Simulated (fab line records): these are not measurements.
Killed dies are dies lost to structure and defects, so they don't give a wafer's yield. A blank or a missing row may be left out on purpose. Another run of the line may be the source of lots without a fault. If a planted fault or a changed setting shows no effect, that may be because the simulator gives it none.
Shared-tool check + flow gf180mcu + Sample size 13 lots and 39 wafers

## REASON IT WAS OPENED
Of 13 lots, 2 have the reading STI_OXIDATION_02_THK flagged at GF_STI_THK_MEAS_30. No-fault wafers: 10.08 nm, standard deviation 0.15.
Rule: a lot gets a flag if all its wafers with a number sit over 4 standard deviations from that mean, or if no wafer of it has a number. As for the other lots, they are considered sound.

| lot  | measured    | on           | STI_OXIDATION_02_THK (nm), wafer by wafer | flag    |
|------|-------------|--------------|-------------------------------------------|---------|
| L394 | day 2 11:10 | filmMetro-01 | 10.03 10.24 10.03                         |         |
| L395 | day 2 16:10 | filmMetro-02 | 10.10 10.30 10.34                         |         |
| L396 | day 2 23:03 | filmMetro-02 | 10.36 10.33 10.36                         |         |
| L397 | day 3 02:40 | filmMetro-03 | 13.77 13.84 13.90                         | FLAGGED |
| L398 | day 3 07:54 | filmMetro-01 | 13.54 13.55 13.68                         | FLAGGED |
| L399 | day 3 12:29 | filmMetro-03 | 10.13 9.99 10.01                          |         |
| L400 | day 3 20:03 | filmMetro-03 | 10.20 10.03 10.18                         |         |
| L406 | day 5 01:55 | filmMetro-03 | 10.37 10.33 10.41                         |         |
| L411 | day 6 03:59 | filmMetro-03 | 9.81 9.88 9.85                            |         |
| L412 | day 6 07:55 | filmMetro-01 | 10.15 10.00 10.18                         |         |
| L413 | day 6 13:06 | filmMetro-01 | 9.87 10.05 9.94                           |         |
| L414 | day 7 05:17 | filmMetro-03 | 10.26 10.25 10.04                         |         |
| L416 | day 7 09:55 | filmMetro-01 | 10.04 10.12 10.19                         |         |
Average over the flagged lots: 13.71 nm; offset from the usual +3.63 nm, equal to +24 standard deviations.

## WHICH TOOL EACH LOT WENT THROUGH
The record holds 1 process step before the reading, out of a route of 602 steps. In each cell: the tool, then ch and the chambers that the sampled wafers went through, then the start.
| lot  | flag    | GF_STI_OXIDATION_29          |
|------|---------|------------------------------|
| L394 |         | furnace-02 ch 0, day 2 09:45 |
| L395 |         | furnace-01 ch 0, day 2 14:46 |
| L396 |         | furnace-02 ch 0, day 2 21:39 |
| L397 | FLAGGED | furnace-02 ch 0, day 3 01:16 |
| L398 | FLAGGED | furnace-02 ch 0, day 3 06:31 |
| L399 |         | furnace-01 ch 0, day 3 11:04 |
| L400 |         | furnace-01 ch 0, day 3 18:39 |
| L406 |         | furnace-01 ch 0, day 5 00:31 |
| L411 |         | furnace-01 ch 0, day 6 02:36 |
| L412 |         | furnace-02 ch 0, day 6 06:30 |
| L413 |         | furnace-02 ch 0, day 6 11:41 |
| L414 |         | furnace-01 ch 0, day 7 03:53 |
| L416 |         | furnace-02 ch 0, day 7 08:31 |
What is done by these steps:
- GF_STI_OXIDATION_29: stabilise 600 s, purge 300 s, target thk 10 nm.
- GF_STI_THK_MEAS_30

## FLAGGED AGAINST TOTAL, ONE TOOL AT A TIME (gauges that did the reading follow at the end)
| step                | tool         | lots run | flagged | share of the flagged lots | sound lots run after its first flagged lot |
|---------------------|--------------|----------|---------|---------------------------|--------------------------------------------|
| GF_STI_OXIDATION_29 | furnace-01   | 6        | 0       | none                      | -                                          |
| GF_STI_OXIDATION_29 | furnace-02   | 7        | 2       | all                       | 3 (L412,L413,L416)                         |
| GF_STI_THK_MEAS_30  | filmMetro-01 | 5        | 1       | some                      | 3 (L412,L413,L416)                         |
| GF_STI_THK_MEAS_30  | filmMetro-02 | 2        | 0       | none                      | -                                          |
| GF_STI_THK_MEAS_30  | filmMetro-03 | 6        | 1       | some                      | 5 (L399,L400,L406,L411,L414)               |

## THE TABLE: WHAT IT ALLOWS
1 row of the table ran every flagged lot: furnace-02 at GF_STI_OXIDATION_29.
- furnace-02 at GF_STI_OXIDATION_29 ran 7 lots, 2 of them flagged. Sound lots ran on it after the first flagged one (L412, L413, L416), which a lasting fault on the whole tool wouldn't allow. Its own readings lie more than 4 standard deviations out on every wafer of the flagged lots: spikeTcBottomC, spikeTcCentreC, spikeTcLowerC, spikeTcTopC, spikeTcUpperC, zonePowerUpperPct.
Not one row of the table ran every flagged lot while running no sound lot after the first.

## WHAT THE SIMULATOR HAD INSERTED
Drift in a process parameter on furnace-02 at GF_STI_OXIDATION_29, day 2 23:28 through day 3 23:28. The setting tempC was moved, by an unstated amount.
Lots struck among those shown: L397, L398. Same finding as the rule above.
